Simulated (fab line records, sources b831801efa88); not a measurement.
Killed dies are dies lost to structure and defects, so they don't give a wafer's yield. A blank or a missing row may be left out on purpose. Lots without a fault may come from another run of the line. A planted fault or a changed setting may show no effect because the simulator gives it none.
fab line records | flow sky130
record lots=5 wafers=15 last_day=49
route steps=708 shown CAP2M@612 METAL4@621 VIA4@639
lots that met no fault: from a run of the same line without faults
start_h: hours from the record's first day to the start of the lot's first wafer shown | wait_h: hours since the lot's step before | " the same as in the row above | L1.1+2: a row that stands for several wafers | - no value, or no start given | * or withheld: withheld | < > ~ a bound
route shown NAME@n: a module of which the file shows steps, and the number in the route of the first | usual: mean/standard deviation of fault-free wafers | same: alike in all rows | chamber/n: place in a boat | sites: the reading at each site | _std_site: their standard deviation | _edge_site: outer sites' mean less inner sites' | radius_mm: how far each site lies from the wafer's centre | mask NAME#n: copy n | behind: the tool/chamber that last shaped the wafer | hold: why the lot was held/for how many hours/how that ended | device: the transistor (n, p or np) that didn't switch | end of line: the same wafers' tests at the end of the route | a step without rows: its recipe alone | killed: dies lost to structure and defects at the first sort, not the wafer's yield | map: a wafer's dies, x killed, . not, _ none there
set.NAME: the setting as run; set.NAME@STEP: as run at that earlier step | model.NAME: the simulator's own value behind a step, which no gauge read
lots at some steps of the route; a table a step, a row a wafer
services: from which hour (start_h, from the record's first day; less than 0 if before it) a tool's chamber was out of use, for how many hours, and why
## steps
# step SKY_CAP2M_EXPOSE_09
# recipe mask_id=CAP2M na=0.6 source_shape=conventional sigma_outer=0.6 polarization=unpolarized target_cd_nm=1000 dose_mj=159
# columns lot.wafer tool chamber start_h wait_h mask
L075.1+2+6 iline_stepper-01 0 - - CAP2M#0
L084.2+3+4 iline_stepper-02 0 - - CAP2M#0
L087.1+3+4 iline_stepper-01 0 - - CAP2M#0
L090.2+5+6 iline_stepper-01 0 - - CAP2M#0
L092.2+4+6 iline_stepper-01 0 - - CAP2M#0
# step SKY_CAP2M_PEB_10
# recipe temp_c=withheld time_s=* resist=NOVOLAK
# columns lot.wafer tool chamber start_h wait_h
L075.1+2+6 litho_track-04 0 - -
L084.2+3+4 litho_track-03 0 - -
L087.1+3+4 litho_track-03 0 - -
L090.2+5+6 litho_track-02 0 - -
L092.2+4+6 litho_track-03 0 - -
# step SKY_CAP2M_DEVELOP_11
# recipe resist=NOVOLAK developer=TMAH develop_time_s=60 dev_temp_c=23
# columns lot.wafer tool chamber start_h wait_h
L075.1+2+6 litho_track-04 0 956.64 0.1
L084.2+3+4 litho_track-03 0 1021.71 0.1
L087.1+3+4 litho_track-03 0 1052.73 0.1
L090.2+5+6 litho_track-02 0 1061.16 0.1
L092.2+4+6 litho_track-03 0 1079.86 0.1
# step SKY_CAP2M_OVL_MEAS_12
# usual CAP2M_OVL=0.6/1.4
# columns lot.wafer tool chamber start_h wait_h CAP2M_OVL[nm]
L075.1 overlay-01 - 956.79 0.1 -0.8
L075.2 " - " " -1.4
L075.6 " - " " -1.8
L084.2 overlay-01 - 1021.84 0.1 1.3
L084.3 " - " " 1.0
L084.4 " - " " 1.6
L087.1 overlay-01 - 1052.88 0.1 0.2
L087.3 " - " " 0.3
L087.4 " - " " 1.5
L090.2 overlay-01 - 1061.30 0.1 1.7
L090.5 " - " " 2.8
L090.6 " - " " 2.5
L092.2 overlay-01 - 1079.99 0.1 -0.6
L092.4 " - " " -2.6
L092.6 " - " " 1.7
# step SKY_CAP2M_METAL_ETCH_13
# recipe target_depth_nm=220 stop_on=SiO2 chemistry=Cl2/BCl3 target=TiN pressure_mtorr=10 icp_w=900 bias_w=48.5 Cl2_flow_sccm=60 bcl3_flow_sccm=30 time_s=62.9
# usual drypump_motor_current_A=5.62/0.27 he_backside_leak_sccm=3.29/0.18 oes_product_au=0.940/0.007 rf_fwd_power_W=893/3.6 throttle_valve_pct=21.903/0.01
# columns lot.wafer tool chamber start_h wait_h drypump_motor_current_A he_backside_leak_sccm oes_product_au rf_fwd_power_W rf_hours_counter_h throttle_valve_pct
L075.1 rie_metal-02 1 956.82 0.0 5.78 3.53 0.945 889 1 21.894
L075.2 " 0 " " 5.19 2.94 0.946 896 10 21.900
L075.6 " 1 " " 5.77 3.60 0.948 891 - 21.911
L084.2 rie_metal-01 1 1021.87 0.0 5.53 3.18 0.942 893 5 21.906
L084.3 " 1 " " 5.53 3.31 0.945 884 - 21.907
L084.4 " 0 " " 5.88 3.26 0.936 896 - 21.903
L087.1 rie_metal-01 0 1052.92 0.0 5.92 3.67 0.936 893 14 21.900
L087.3 " 0 " " 5.88 3.41 0.933 892 - 21.903
L087.4 " 1 " " 5.56 3.23 0.929 890 - 21.890
L090.2 rie_metal-02 0 1061.33 0.0 5.19 3.51 0.943 896 16 21.903
L090.5 " 0 " " 5.19 3.50 0.944 894 - 21.896
L090.6 " 1 " " 5.78 3.39 0.948 891 - 21.905
L092.2 rie_metal-01 0 1080.02 0.0 5.88 3.44 0.949 893 16 21.902
L092.4 " 0 " " 5.89 3.46 0.948 899 - 21.901
L092.6 " 0 " " 5.86 3.23 0.954 896 - 21.902
# step SKY_CAP2M_STRIP_14
# recipe chemistry=O2/N2 power_w=1400 pressure_mtorr=1500 platen_temp_c=withheld o2_flow_sccm=3000 n2_flow_sccm=300 overash_fraction=0.5
# usual drypump_motor_current_A=5.6/0.51 oes_product_au=0.710/0.0044 strip_time_to_endpoint_s=12.64/0.052
# columns lot.wafer tool chamber start_h wait_h drypump_motor_current_A oes_product_au rf_hours_counter_h strip_time_to_endpoint_s
L075.1 plasma_asher-01 0 956.90 0.1 5.2 0.712 80 12.69
L075.2 " 1 " " 5.3 0.707 80 12.65
L075.6 " 0 " " 5.2 0.703 - 12.68
L084.2 plasma_asher-04 0 1021.95 0.1 5.2 0.721 117 12.66
L084.3 " 1 " " 5.1 0.710 - 12.67
L084.4 " 0 " " 5.2 0.715 - 12.69
L087.1 plasma_asher-04 0 1053.00 0.1 5.2 0.709 120 12.55
L087.3 " 1 " " 5.1 0.713 - 12.61
L087.4 " 0 " " 5.2 0.710 - 12.60
L090.2 plasma_asher-03 0 1061.40 0.1 6.5 0.715 32 12.55
L090.5 " 1 " " 5.9 0.709 - 12.58
L090.6 " 0 " " 6.5 0.713 - 12.58
L092.2 plasma_asher-01 1 1080.12 0.1 5.3 0.713 92 12.68
L092.4 " 0 " " 5.2 0.700 - 12.69
L092.6 " 0 " " 5.2 0.711 - 12.70
# step SKY_CAP2M_STRIP_15
# recipe chemistry=post_etch_residue_remover time_s=1200 temp_c=72.5
# columns lot.wafer tool chamber start_h wait_h
L075.1+2+6 wet_bench-03 1 957.00 0.1
L084.2+3+4 wet_bench-04 3 1022.05 0.1
L087.1+3+4 wet_bench-02 0 1053.10 0.1
L090.2+5+6 wet_bench-04 1 1061.50 0.1
L092.2+4+6 wet_bench-04 0 1080.22 0.1
# step SKY_CAP2M_CLEAN_16
# recipe chemistry=IPA time_s=180 temp_c=25
# columns lot.wafer tool chamber start_h wait_h
L075.1+2+6 wet_bench-02 0 957.34 0.0
L084.2+3+4 wet_bench-02 2 1022.42 0.0
L087.1+3+4 wet_bench-04 2 1053.47 0.0
L090.2+5+6 wet_bench-02 0 1061.84 0.0
L092.2+4+6 wet_bench-03 0 1080.57 0.0
# step SKY_CAP2M_CLEAN_17
# recipe chemistry=O3/DIW dry=n2_spin
# columns lot.wafer tool chamber start_h wait_h
L075.1+2+6 wet_bench-04 0 957.40 0.0
L084.2+3+4 wet_bench-03 0 1022.48 0.0
L087.1+3+4 wet_bench-02 0 1053.53 0.0
L090.2+5+6 wet_bench-03 3 1061.90 0.0
L092.2+4+6 wet_bench-04 3 1080.62 0.0
# step SKY_METAL4_DEHYDRATE_05
# recipe temp_c=200 time_s=60
# columns lot.wafer tool chamber start_h wait_h
L075.1+2+6 litho_track-04 0 969.04 11.5
L084.2+3+4 litho_track-04 0 1033.16 10.6
L087.1+3+4 litho_track-04 0 1063.79 10.2
L090.2+5+6 litho_track-04 0 1072.26 10.3
L092.2+4+6 litho_track-01 0 1090.63 9.9
# step SKY_METAL4_HMDS_06
# recipe prime_time_s=60 prime_temp_c=120
# columns lot.wafer tool chamber start_h wait_h
L075.1+2+6 litho_track-04 0 969.19 0.1
L084.2+3+4 litho_track-04 0 1033.31 0.1
L087.1+3+4 litho_track-04 0 1063.94 0.1
L090.2+5+6 litho_track-04 0 1072.41 0.1
L092.2+4+6 litho_track-01 0 1090.78 0.1
# step SKY_METAL4_COAT_07
# recipe resist=BARC temp_c=withheld time_s=withheld spin_rpm=3000 resist_thk_nm=60
# usual dispense_pressure_kPa=51/4.3
# columns lot.wafer tool chamber start_h wait_h dispense_pressure_kPa
L075.1 litho_track-04 0 969.34 0.1 55
L075.2 " 0 " " 55
L075.6 " 0 " " 55
L084.2 litho_track-04 0 1033.46 0.1 55
L084.3 " 0 " " 55
L084.4 " 0 " " 55
L087.1 litho_track-04 0 1064.09 0.1 55
L087.3 " 0 " " 55
L087.4 " 0 " " 55
L090.2 litho_track-04 0 1072.56 0.1 55
L090.5 " 0 " " 55
L090.6 " 0 " " 55
L092.2 litho_track-01 0 1090.93 0.1 46
L092.4 " 0 " " 46
L092.6 " 0 " " 46
# step SKY_METAL4_COAT_08
# recipe resist=KrF-thick spin_rpm=3000 resist_thk_nm=1140
# usual dispense_pressure_kPa=51/4.3
# columns lot.wafer tool chamber start_h wait_h dispense_pressure_kPa
L075.1 litho_track-04 0 - - 55
L075.2 " 0 " " 55
L075.6 " 0 " " 55
L084.2 litho_track-04 0 - - 55
L084.3 " 0 " " 55
L084.4 " 0 " " 55
L087.1 litho_track-04 0 - - 55
L087.3 " 0 " " 55
L087.4 " 0 " " 55
L090.2 litho_track-04 0 - - 55
L090.5 " 0 " " 55
L090.6 " 0 " " 55
L092.2 litho_track-01 0 - - 46
L092.4 " 0 " " 46
L092.6 " 0 " " 46
# step SKY_METAL4_SOFTBAKE_09
# recipe temp_c=100 time_s=90 resist=KrF-thick
# columns lot.wafer tool chamber start_h wait_h
L075.1+2+6 litho_track-04 0 - -
L084.2+3+4 litho_track-04 0 - -
L087.1+3+4 litho_track-04 0 - -
L090.2+5+6 litho_track-04 0 - -
L092.2+4+6 litho_track-01 0 - -
# step SKY_METAL4_EXPOSE_10
# recipe mask_id=MM4 na=0.68 source_shape=annular sigma_inner=0.4 sigma_outer=0.8 target_cd_nm=300 dose_mj=28
# same sigma_inner=0.4
# columns lot.wafer tool chamber start_h wait_h mask
L075.1+2+6 krf_scanner-02 0 - - MM4#0
L084.2+3+4 krf_scanner-01 0 - - MM4#0
L087.1+3+4 krf_scanner-01 0 - - MM4#0
L090.2+5+6 krf_scanner-01 0 - - MM4#0
L092.2+4+6 krf_scanner-02 0 - - MM4#0
# step SKY_METAL4_PEB_11
# recipe peb_temp_c=withheld peb_time_s=withheld resist=KrF-thick
# columns lot.wafer tool chamber start_h wait_h
L075.1+2+6 litho_track-04 0 - -
L084.2+3+4 litho_track-04 0 - -
L087.1+3+4 litho_track-02 0 - -
L090.2+5+6 litho_track-02 0 - -
L092.2+4+6 litho_track-01 0 - -
# step SKY_METAL4_DEVELOP_12
# recipe develop_time_s=60 resist=KrF-thick dev_temp_c=21
# columns lot.wafer tool chamber start_h wait_h
L075.1+2+6 litho_track-04 0 - -
L084.2+3+4 litho_track-04 0 - -
L087.1+3+4 litho_track-02 0 - -
L090.2+5+6 litho_track-02 0 - -
L092.2+4+6 litho_track-01 0 - -
# step SKY_METAL4_CD_MEAS_13
# recipe target_cd_nm=300
# usual cd_nm=300.0/1.6
# columns lot.wafer tool chamber start_h wait_h cd_nm
L075.1 cd_sem-01 - 981.34 - 300.6
L075.2 " - " " 299.5
L075.6 " - " " 299.3
L084.2 cd_sem-01 - 1046.96 - 300.7
L084.3 " - " " 300.3
L084.4 " - " " 301.8
L087.1 cd_sem-01 - 1075.49 - 302.6
L087.3 " - " " 303.6
L087.4 " - " " 303.8
L090.2 cd_sem-01 - 1082.71 - 300.2
L090.5 " - " " 300.9
L090.6 " - " " 301.4
L092.2 cd_sem-01 - 1101.02 - 299.3
L092.4 " - " " 300.8
L092.6 " - " " 299.4
# step SKY_METAL4_OVL_MEAS_14
# usual METAL4_OVL=-2/5.2
# columns lot.wafer tool chamber start_h wait_h METAL4_OVL[nm]
L075.1 overlay-01 - 981.46 0.1 -2
L075.2 " - " " -4
L075.6 " - " " 0
L084.2 overlay-01 - 1047.06 0.1 10
L084.3 " - " " 5
L084.4 " - " " 3
L087.1 overlay-02 - 1075.61 0.1 -3
L087.3 " - " " 4
L087.4 " - " " 2
L090.2 overlay-01 - 1082.82 0.1 -6
L090.5 " - " " -4
L090.6 " - " " -4
L092.2 overlay-01 - 1101.13 0.1 -7
L092.4 " - " " 1
L092.6 " - " " -6
# step SKY_METAL4_DESCUM_15
# recipe chemistry=O2 source_power_w=150 bias_power_w=0 pressure_mtorr=10 temp_c=40 time_s=8
# usual drypump_motor_current_A=5.6/0.34 he_backside_leak_sccm=3.32/0.18 oes_product_au=1.001/0.0076 rf_fwd_power_W=147.4/0.8
# same bias_power_w=0
# columns lot.wafer tool chamber start_h wait_h drypump_motor_current_A he_backside_leak_sccm oes_product_au rf_fwd_power_W rf_hours_counter_h
L075.1 rie_metal-02 1 981.49 0.0 5.8 3.47 1.014 146.1 2
L075.2 " 0 " " 5.2 3.10 1.007 146.9 11
L075.6 " 0 " " 5.2 3.18 1.002 147.3 -
L084.2 rie_metal-03 0 1047.09 0.0 5.9 3.19 1.001 148.2 8
L084.3 " 0 " " 5.9 2.94 1.000 148.3 -
L084.4 " 1 " " 5.8 3.42 0.991 147.9 -
L087.1 rie_metal-04 1 1075.65 0.0 5.1 3.49 0.986 146.0 3
L087.3 " 0 " " 6.0 3.29 1.008 147.2 -
L087.4 " 1 " " 5.1 3.55 0.993 146.1 -
L090.2 rie_metal-04 0 1082.85 0.0 5.9 3.34 1.015 148.0 11
L090.5 " 0 " " 6.0 3.38 1.006 147.4 -
L090.6 " 1 " " 5.2 3.58 1.001 146.4 -
L092.2 rie_metal-03 1 1101.16 0.0 5.8 3.13 0.990 148.7 5
L092.4 " 0 " " 5.9 3.21 1.005 148.7 -
L092.6 " 0 " " 5.8 3.30 1.000 147.9 -
# step SKY_METAL4_ETCH_16
# recipe chemistry=N2/H2 target=BARC ion_energy_ev=200 bias_w=100 pressure_mtorr=30 n2_flow_sccm=100 h2_flow_sccm=200 icp_w=500 stop_on=SiO2 time_s=88.2 target_depth_a=600
# usual drypump_motor_current_A=5.6/0.34 he_backside_leak_sccm=3.29/0.17 oes_product_au=0.625/0.0047 rf_fwd_power_W=496.6/2 throttle_valve_pct=13.205/0.0083
# columns lot.wafer tool chamber start_h wait_h drypump_motor_current_A he_backside_leak_sccm oes_product_au rf_fwd_power_W rf_hours_counter_h throttle_valve_pct
L075.1 rie_metal-02 1 981.52 0.0 5.8 3.43 0.622 497.1 2 13.187
L075.2 " 0 " " 5.2 3.36 0.629 497.7 11 13.203
L075.6 " 0 " " 5.2 3.40 0.625 497.8 - 13.206
L084.2 rie_metal-03 0 1047.12 0.0 5.9 3.00 0.628 498.1 8 13.199
L084.3 " 0 " " 5.9 3.22 0.616 496.6 - 13.194
L084.4 " 1 " " 5.8 3.33 0.619 497.6 - 13.212
L087.1 rie_metal-04 1 1075.68 0.0 5.2 3.47 0.626 495.9 3 13.202
L087.3 " 0 " " 6.0 3.22 0.622 499.9 - 13.210
L087.4 " 1 " " 5.1 3.53 0.617 492.7 - 13.196
L090.2 rie_metal-04 0 1082.88 0.0 6.0 3.21 0.621 497.4 11 13.198
L090.5 " 0 " " 6.0 3.19 0.616 498.9 - 13.198
L090.6 " 1 " " 5.2 3.35 0.624 498.1 - 13.205
L092.2 rie_metal-03 1 1101.19 0.0 5.8 3.28 0.621 498.6 5 13.202
L092.4 " 0 " " 5.8 2.95 0.620 501.1 - 13.213
L092.6 " 0 " " 5.8 3.15 0.629 500.0 - 13.213
# step SKY_METAL4_ETCH_17
# recipe target=SiO2 stop_on=TiN chemistry=C4F8/O2/Ar source_w=1500 bias_w=1200 pressure_mtorr=40 c4f8_flow_sccm=withheld O2_flow_sccm=6 Ar_flow_sccm=300 time_s=3.9 target_depth_a=150
# usual oes_product_au=0.753/0.0064 rf_fwd_power_W=1468/6.3
# columns lot.wafer tool chamber start_h wait_h oes_product_au rf_fwd_power_W rf_hours_counter_h
L075.1 rie_diel-02 1 981.62 0.1 0.754 1475 15
L075.2 " 3 " " 0.744 1476 8
L075.6 " 1 " " 0.761 1479 -
L084.2 rie_diel-03 3 1047.22 0.1 0.748 1464 24
L084.3 " 1 " " 0.745 1468 18
L084.4 " 0 " " 0.752 1465 15
L087.1 rie_diel-02 1 1075.78 0.1 0.748 1467 19
L087.3 " 3 " " 0.748 1470 11
L087.4 " 0 " " 0.760 1459 15
L090.2 rie_diel-03 1 1082.98 0.1 0.754 1466 19
L090.5 " 3 " " 0.751 1469 -
L090.6 " 0 " " 0.758 1474 -
L092.2 rie_diel-03 1 1101.29 0.1 0.766 1452 20
L092.4 " 3 " " 0.759 1464 26
L092.6 " 3 " " 0.761 1465 -
# step SKY_METAL4_METAL_ETCH_18
# recipe target_depth_a=8450 stop_on=SiO2 over_etch_frac=0.3 time_s=183.1 chemistry=Cl2/BCl3 resist_sidewall_deg=88 pressure_mtorr=10 icp_w=900 bias_w=48.5 Cl2_flow_sccm=60 bcl3_flow_sccm=30
# usual drypump_motor_current_A=5.7/0.31 he_backside_leak_sccm=3.25/0.16 oes_product_au=0.866/0.006 rf_fwd_power_W=896.9/2.8 throttle_valve_pct=22.263/0.0092
# columns lot.wafer tool chamber start_h wait_h drypump_motor_current_A he_backside_leak_sccm oes_product_au rf_fwd_power_W rf_hours_counter_h throttle_valve_pct
L075.1 rie_metal-03 0 981.64 0.0 5.9 3.34 0.859 895.1 4 22.269
L075.2 " 1 " " 5.8 3.19 0.863 895.4 20 22.265
L075.6 " 1 " " 5.8 2.88 0.871 896.9 - 22.268
L084.2 rie_metal-04 1 1047.24 0.0 5.1 3.38 0.864 894.6 1 22.278
L084.3 " 0 " " 6.0 3.33 0.865 895.9 - 22.250
L084.4 " 1 " " 5.2 3.45 0.872 894.3 - 22.256
L087.1 rie_metal-03 1 1075.79 0.0 5.8 3.07 0.863 901.1 3 22.281
L087.3 " 0 " " 5.9 3.25 0.864 898.9 - 22.255
L087.4 " 1 " " 5.8 3.07 0.863 898.1 - 22.259
L090.2 rie_metal-03 1 1082.99 0.0 5.8 3.16 0.882 902.4 4 22.267
L090.5 " 1 " " 5.8 2.80 0.872 897.9 - 22.276
L090.6 " 0 " " 5.8 3.08 0.877 897.6 - 22.270
L092.2 rie_metal-04 1 1101.31 0.0 5.1 3.38 0.863 899.7 5 22.256
L092.4 " 1 " " 5.2 3.41 0.862 899.7 - 22.264
L092.6 " 1 " " 5.2 3.29 0.868 896.2 - 22.253
# step SKY_METAL4_STRIP_19
# recipe chemistry=O2/N2 power_w=1400 pressure_mtorr=1500 platen_temp_c=withheld o2_flow_sccm=3000 n2_flow_sccm=300 overash_fraction=0.5
# usual drypump_motor_current_A=5.7/0.5 oes_product_au=0.501/0.0053 strip_time_to_endpoint_s=6.50/0.066
# columns lot.wafer tool chamber start_h wait_h drypump_motor_current_A oes_product_au rf_hours_counter_h strip_time_to_endpoint_s
L075.1 plasma_asher-02 0 981.82 0.1 6.0 0.492 55 6.48
L075.2 " 1 " " 6.0 0.499 55 6.47
L075.6 " 0 " " 5.9 0.496 - 6.40
L084.2 plasma_asher-04 0 1047.42 0.1 5.2 0.496 119 6.48
L084.3 " 0 " " 5.2 0.499 - 6.40
L084.4 " 1 " " 5.1 0.501 - 6.52
L087.1 plasma_asher-04 1 1075.97 0.1 5.1 0.502 1 6.53
L087.3 " 1 " " 5.1 0.494 - 6.46
L087.4 " 0 " " 5.2 0.501 - 6.60
L090.2 plasma_asher-04 1 1083.17 0.1 5.1 0.504 2 6.54
L090.5 " 1 " " 5.1 0.500 - 6.50
L090.6 " 0 " " 5.2 0.505 - 6.51
L092.2 plasma_asher-03 1 1101.49 0.1 5.9 0.505 36 6.55
L092.4 " 1 " " 5.9 0.510 - 6.53
L092.6 " 0 " " 6.5 0.492 - 6.55
# step SKY_METAL4_STRIP_20
# recipe chemistry=post_etch_residue_remover time_s=1200 temp_c=72.5
# columns lot.wafer tool chamber start_h wait_h
L075.1+2+6 wet_bench-04 0 981.92 0.1
L084.2+3+4 wet_bench-04 1 1047.52 0.1
L087.1+3+4 wet_bench-01 2 1076.07 0.1
L090.2+5+6 wet_bench-04 2 1083.27 0.1
L092.2+4+6 wet_bench-04 2 1101.59 0.1
# step SKY_METAL4_CLEAN_21
# recipe chemistry=IPA time_s=180 temp_c=25
# columns lot.wafer tool chamber start_h wait_h
L075.1+2+6 wet_bench-01 0 982.29 0.0
L084.2+3+4 wet_bench-02 0 1047.86 0.0
L087.1+3+4 wet_bench-02 3 1076.45 0.0
L090.2+5+6 wet_bench-02 2 1083.61 0.0
L092.2+4+6 wet_bench-01 3 1101.93 0.0
# step SKY_METAL4_CLEAN_22
# recipe chemistry=O3/DIW dry=n2_spin
# columns lot.wafer tool chamber start_h wait_h
L075.1+2+6 wet_bench-04 0 982.35 0.0
L084.2+3+4 wet_bench-04 1 1047.92 0.0
L087.1+3+4 wet_bench-01 1 1076.50 0.0
L090.2+5+6 wet_bench-01 3 1083.68 0.0
L092.2+4+6 wet_bench-04 1 1102.06 0.0
# step SKY_VIA4_HDPCVD_00
# recipe material=SiO2 target_thk_nm=1750 sigma_open_frac=0.3 time_s=291.7 temp_c=400 sih4_flow_sccm=60 pressure_mtorr=6
# columns lot.wafer tool chamber start_h wait_h
L075.1+2+6 hdpcvd-02 2,0,1 982.45 0.0
L084.2+3+4 hdpcvd-01 2,1,1 1048.02 0.0
L087.1+3+4 hdpcvd-01 1,0,0 1076.60 0.0
L090.2+5+6 hdpcvd-01 0,0,2 1083.78 0.0
L092.2+4+6 hdpcvd-02 1,0,1 1102.15 0.0
# step SKY_VIA4_THK_MEAS_01
# recipe reads=SiO2_of_VIA4_HDPCVD_00
# usual VIA4_HDPCVD_THK=1751/17
# columns lot.wafer tool chamber start_h wait_h VIA4_HDPCVD_THK[nm]
L075.1 film_metro-01 - 982.63 0.1 1746
L075.2 " - " " 1743
L075.6 " - " " 1746
L084.2 film_metro-01 - 1048.20 0.1 1754
L084.3 " - " " 1755
L084.4 " - " " 1722
L087.1 film_metro-01 - 1076.78 0.1 1756
L087.3 " - " " 1781
L087.4 " - " " 1765
L090.2 film_metro-02 - 1083.97 0.1 1758
L090.5 " - " " 1768
L090.6 " - " " 1722
L092.2 film_metro-02 - 1102.34 0.1 1730
L092.4 " - " " 1745
L092.6 " - " " 1735
# step SKY_VIA4_CMP_02
# recipe material=SiO2 down_force_psi=4 platen_rpm=60 pad_velocity_m_s=0.94248
# usual motor_current_A=11.7/1
# columns lot.wafer tool chamber start_h wait_h motor_current_A
L075.1 cmp-02 2 982.69 0.1 11.1
L075.2 " 3 " " 12.1
L075.6 " 2 " " 12.1
L084.3 cmp-01 0 1048.33 0.1 10.9
L084.2 " 1 " " 10.2
L084.4 " 2 " " 11.2
L087.1 cmp-01 1 1076.89 0.1 10.0
L087.4 " 2 " " 11.4
L087.3 " 3 " " 13.3
L090.2 cmp-02 3 1084.17 0.2 11.9
L090.6 " 0 " " 10.4
L090.5 " 1 " " 12.3
L092.4 cmp-02 1 1102.39 0.0 12.4
L092.2 " 2 " " 11.9
L092.6 " 1 " " 12.5
# step SKY_VIA4_BOW_MEAS_03
# recipe mode=bow
# usual VIA4_BOW=81/8.7
# columns lot.wafer tool chamber start_h wait_h VIA4_BOW[um]
L075.1 film_metro-01 - 982.99 0.2 74
L075.2 " - " " 88
L075.6 " - " " 81
L084.2 film_metro-02 - 1048.65 0.2 82
L084.3 " - " " 80
L084.4 " - " " 106
L087.1 film_metro-02 - 1077.14 0.2 93
L087.3 " - " " 85
L087.4 " - " " 85
L090.2 film_metro-02 - 1084.34 0.1 76
L090.5 " - " " 76
L090.6 " - " " 81
L092.2 film_metro-01 - 1102.71 0.2 94
L092.4 " - " " 81
L092.6 " - " " 84
# step SKY_VIA4_DEHYDRATE_04
# recipe temp_c=200 time_s=60
# columns lot.wafer tool chamber start_h wait_h
L075.1+2+6 litho_track-01 0 994.00 11.0
L084.2+3+4 litho_track-01 0 1058.63 10.0
L087.1+3+4 litho_track-02 0 1086.69 9.5
L090.2+5+6 litho_track-02 0 1094.71 10.4
L092.2+4+6 litho_track-02 0 1112.37 9.6
# step SKY_VIA4_HMDS_05
# recipe prime_time_s=60 prime_temp_c=120
# columns lot.wafer tool chamber start_h wait_h
L075.1+2+6 litho_track-01 0 994.15 0.1
L084.2+3+4 litho_track-01 0 1058.78 0.1
L087.1+3+4 litho_track-02 0 1086.84 0.1
L090.2+5+6 litho_track-02 0 1094.86 0.1
L092.2+4+6 litho_track-02 0 1112.52 0.1
# step SKY_VIA4_COAT_06
# recipe resist=NOVOLAK spin_rpm=3000 resist_thk_nm=1140
# usual dispense_pressure_kPa=50/5.1
# columns lot.wafer tool chamber start_h wait_h dispense_pressure_kPa
L075.1 litho_track-01 0 994.30 0.1 46
L075.2 " 0 " " 46
L075.6 " 0 " " 46
L084.2 litho_track-01 0 1058.93 0.1 46
L084.3 " 0 " " 46
L084.4 " 0 " " 46
L087.1 litho_track-02 0 1086.99 0.1 55
L087.3 " 0 " " 55
L087.4 " 0 " " 55
L090.2 litho_track-02 0 1095.01 0.1 55
L090.5 " 0 " " 55
L090.6 " 0 " " 55
L092.2 litho_track-02 0 1112.67 0.1 55
L092.4 " 0 " " 55
L092.6 " 0 " " 55
# step SKY_VIA4_SOFTBAKE_07
# recipe temp_c=90 time_s=60 resist=NOVOLAK
# columns lot.wafer tool chamber start_h wait_h
L075.1+2+6 litho_track-01 0 994.45 0.1
L084.2+3+4 litho_track-01 0 1059.08 0.1
L087.1+3+4 litho_track-02 0 1087.14 0.1
L090.2+5+6 litho_track-02 0 1095.16 0.1
L092.2+4+6 litho_track-02 0 1112.82 0.1
# step SKY_VIA4_EXPOSE_08
# recipe mask_id=VIM4 na=0.6 source_shape=conventional sigma_outer=0.6 polarization=unpolarized target_cd_nm=800 dose_mj=132
# columns lot.wafer tool chamber start_h wait_h mask
L075.1+2+6 iline_stepper-02 0 - - VIM4#0
L084.2+3+4 iline_stepper-02 0 - - VIM4#0
L087.1+3+4 iline_stepper-02 0 - - VIM4#0
L090.2+5+6 iline_stepper-02 0 - - VIM4#0
L092.2+4+6 iline_stepper-01 0 - - VIM4#0
# step SKY_VIA4_PEB_09
# recipe temp_c=withheld time_s=* resist=NOVOLAK
# columns lot.wafer tool chamber start_h wait_h
L075.1+2+6 litho_track-02 0 - -
L084.2+3+4 litho_track-01 0 - -
L087.1+3+4 litho_track-01 0 - -
L090.2+5+6 litho_track-01 0 - -
L092.2+4+6 litho_track-01 0 - -
# step SKY_VIA4_DEVELOP_10
# recipe resist=NOVOLAK developer=TMAH develop_time_s=60 dev_temp_c=23
# columns lot.wafer tool chamber start_h wait_h
L075.1+2+6 litho_track-02 0 1005.74 0.1
L084.2+3+4 litho_track-01 0 1070.08 0.1
L087.1+3+4 litho_track-01 0 1097.80 0.1
L090.2+5+6 litho_track-01 0 1104.53 0.1
L092.2+4+6 litho_track-01 0 1122.33 0.1
# step SKY_VIA4_OVL_MEAS_11
# usual VIA4_OVL=0.2/1.5
# columns lot.wafer tool chamber start_h wait_h VIA4_OVL[nm]
L075.1 overlay-01 - 1005.89 0.1 0.7
L075.2 " - " " 0.4
L075.6 " - " " 0.6
L084.2 overlay-02 - 1070.21 0.1 1.2
L084.3 " - " " -0.2
L084.4 " - " " 3.6
L087.1 overlay-02 - 1097.95 0.1 1.8
L087.3 " - " " 2.2
L087.4 " - " " -1.4
L090.2 overlay-02 - 1104.66 0.1 0.6
L090.5 " - " " 1.2
L090.6 " - " " -0.4
L092.2 overlay-02 - 1122.46 0.1 -0.6
L092.4 " - " " -0.3
L092.6 " - " " -1.0
# step SKY_VIA4_ETCH_12
# recipe target=SiO2 chemistry=C4F8/O2/Ar stop_on=TiN mask_material=NOVOLAK source_w=1500 bias_w=1200 pressure_mtorr=40 c4f8_flow_sccm=withheld O2_flow_sccm=6 Ar_flow_sccm=300 time_s=withheld target_depth_a=5800
# usual oes_product_au=0.926/0.0047 rf_fwd_power_W=1490/5.4
# columns lot.wafer tool chamber start_h wait_h oes_product_au rf_fwd_power_W
L075.1 rie_diel-03 3 1005.93 0.0 0.933 1495
L075.2 " 0 " " 0.924 1498
L075.6 " 0 " " 0.920 1489
L084.2 rie_diel-03 0 1070.24 0.0 0.927 1490
L084.3 " 1 " " 0.922 1493
L084.4 " 3 " " 0.920 1488
L087.1 rie_diel-04 1 1097.99 0.0 0.924 1496
L087.3 " 2 " " 0.929 1494
L087.4 " 3 " " 0.926 1486
L090.2 rie_diel-04 2 1104.69 0.0 0.920 1495
L090.5 " 1 " " 0.926 1486
L090.6 " 2 " " 0.918 1499
L092.2 rie_diel-04 0 1122.49 0.0 0.923 1484
L092.4 " 1 " " 0.928 1494
L092.6 " 2 " " 0.919 1491
## services
# columns tool chamber start_h hours kind
rie_diel-03 1 923.96 3.2 repair
rie_diel-03 - 925.28 1.8 repair
iline_stepper-02 - 925.60 13.8 repair
cmp-02 - 958.43 5.5 pm
krf_scanner-01 - 958.90 4.0 pm
iline_stepper-02 - 966.08 1.7 pm
wet_bench-03 - 966.36 4.3 repair
krf_scanner-01 - 971.22 0.8 pm
cmp-02 - 974.73 0.2 repair
krf_scanner-01 - 985.75 1.0 pm
rie_metal-03 - 987.69 4.4 repair
rie_metal-02 1 993.90 5.6 repair
cmp-02 - 996.62 0.8 repair
rie_diel-04 0 998.50 10.6 repair
cmp-02 - 1004.48 3.1 repair
rie_diel-04 - 1025.67 0.1 repair
rie_diel-03 3 1026.82 2.6 repair
krf_scanner-01 - 1033.03 0.8 repair
krf_scanner-01 - 1033.99 1.3 pm
rie_diel-04 1 1039.09 7.6 repair
plasma_asher-04 - 1055.25 9.0 pm
wet_bench-02 - 1071.23 1.6 repair
rie_diel-03 2 1084.70 4.6 repair
iline_stepper-01 - 1116.73 1.7 pm
## key
fault none
